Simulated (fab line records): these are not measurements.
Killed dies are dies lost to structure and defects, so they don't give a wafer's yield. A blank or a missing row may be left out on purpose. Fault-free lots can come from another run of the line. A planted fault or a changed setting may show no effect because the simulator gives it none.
Struck lot and sound lot, side by side -- flow sky130 -- 35 out of 708 route steps
Sound: wafers L594.2, L594.5, L594.6. Struck: wafer L585.5. (L585.2, L585.6 of the same lot were not struck and are left out.) The cause comes at the end.
Each step with rows lists, per side, the tool, then ch with its chambers, then its first start. Under that, the readings that differ: sound wafers -- struck wafers -- difference of the means -- sigmas: that difference in standard deviations of wafers without a fault.
alike: a reading whose means differ by less than 2 such deviations, as well as words and numbers matching on both sides. not compared: withheld readings; readings where some wafer has no value; bounds like >300 that might hide an equal value; numbers whose values overlap and for which the record gives no deviation.
Wherever a step has rows on one side only, a row that says differs or no value, or a row with sigmas, the two part there. When numbers do not overlap yet have no deviation, they are printed without sigmas and do not part them. Lack of a reading on every wafer of one side parts them only where that side has two or more wafers.

first, 10 steps without rows for these wafers: SKY_VIA3_DEHYDRATE_04 (time 60 s); SKY_VIA3_HMDS_05 (prime time 60 s); SKY_VIA3_COAT_06 (resist thk 60 nm); SKY_VIA3_COAT_07 (resist thk 450 nm); SKY_VIA3_SOFTBAKE_08 (time 90 s); SKY_VIA3_EXPOSE_09 (exposes mask VIM3, target cd 200 nm); SKY_VIA3_PEB_10; SKY_VIA3_DEVELOP_11 (develop time 60 s); SKY_VIA3_ETCH_14 (etches BARC in N2/H2, stops on SiO2, time 45.9 s, target depth 60 nm); SKY_VIA3_ETCH_15 (etches SiO2 in C4F8/O2/Ar, stops on TiN, target depth 507 nm, time 78 s).
SKY_VIA3_STRIP_16: strips in O2/N2.
  sound on plasma asher-04 ch 0,1, day 43 19:01; struck on plasma asher-02 ch 1, day 41 05:52
  alike: drypump motor current A, o2 flow sccm, oes product au, strip time to endpoint s
  not compared: rf hours counter h
then, 23 steps without rows for these wafers: SKY_VIA3_STRIP_17 (strips in post etch residue remover, time 1200 s); SKY_VIA3_CLEAN_18 (cleans in IPA, time 180 s); SKY_VIA3_CLEAN_19 (cleans in O3/DIW); SKY_VIA3_SPUTTER_20 (material TiN, target thk 20 nm, time 80 s); SKY_VIA3_CVD_21 (deposits W, target thk 390 nm, time 117.31 s); SKY_VIA3_CMP_24 (polishes, stops on SiO2, t overpolish 20 s, target thk 0 nm); SKY_METAL4_SPUTTER_00 (material Ti, target thk 15 nm, time 10 s); SKY_METAL4_SPUTTER_01 (material TiN, target thk 20 nm, time 16.7 s); SKY_METAL4_SPUTTER_02 (material AlCu, target thk 735 nm, time 39.1 s); SKY_METAL4_SPUTTER_03 (material Ti, target thk 5 nm, time 3.3 s); SKY_METAL4_SPUTTER_04 (material TiN, target thk 70 nm, time 58.3 s); SKY_CAP2M_CVD_00 (deposits SiO2, target thk 15.5 nm); SKY_CAP2M_SPUTTER_02 (material TiN, target thk 200 nm, time 166.7 s); SKY_CAP2M_DEHYDRATE_05 (time 60 s); SKY_CAP2M_HMDS_06 (prime time 60 s); SKY_CAP2M_COAT_07 (resist thk 1140 nm); SKY_CAP2M_SOFTBAKE_08 (time 60 s); SKY_CAP2M_EXPOSE_09 (exposes mask CAP2M, target cd 1000 nm); SKY_CAP2M_PEB_10; SKY_CAP2M_DEVELOP_11 (develop time 60 s); SKY_CAP2M_METAL_ETCH_13 (etches TiN in Cl2/BCl3, stops on SiO2, target depth 220 nm, time 62.9 s); SKY_CAP2M_STRIP_14 (strips in O2/N2); SKY_CAP2M_STRIP_15 (strips in post etch residue remover, time 1200 s).
-- the record jumps here: 6 days lie between the struck wafers' starts before and after (it left off in module CAP2M and takes up again in module PAD_OPEN, whose first step shown is number 708 of the route) --
SKY_PAD_OPEN_PROBE_99:
  sound: prober-02 at day 49 07:00; struck: prober-01 at day 47 04:31
reading,sound,struck,difference,sigmas
defect limited yield (%),80.9 84.8 81.7,73.4,-9.1,-5
killed_at_M0_to_M3,49 35 42,88,+46,+7
killed dies,94 75 90,131,+45,+5
sort_bin_3_pad_short (%),0.6 1.6 0.6,3.7,+2.8,+6
sort_bin_5_function (%),11.2 9.6 11.2,16.5,+5.8,+4
sort n pass,398 417 402,361,-45,-5
sort yield pct (%),80.9 84.8 81.7,73.4,-9.1,-5
model.etest.tester.sort n pass,398 417 402,361,-45,
model.etest.tester.sort yield pct (%),80.89 84.76 81.71,73.37,-9.08,
model.etest.tester.sort_bin_5_pct (%),11.18 9.553 11.18,16.46,+5.82,
model.etest.tester.sort_bin_3_pct (%),0.6098 1.626 0.6098,3.659,+2.710,
  alike: killed_at_M4_up, killed at contacts, killed at front end, killed at other, killed open, killed short, sort_bin_6_memory

## WHERE THEY PART
Only at SKY_PAD_OPEN_PROBE_99, within this record.

WHY: the cause the simulator had injected
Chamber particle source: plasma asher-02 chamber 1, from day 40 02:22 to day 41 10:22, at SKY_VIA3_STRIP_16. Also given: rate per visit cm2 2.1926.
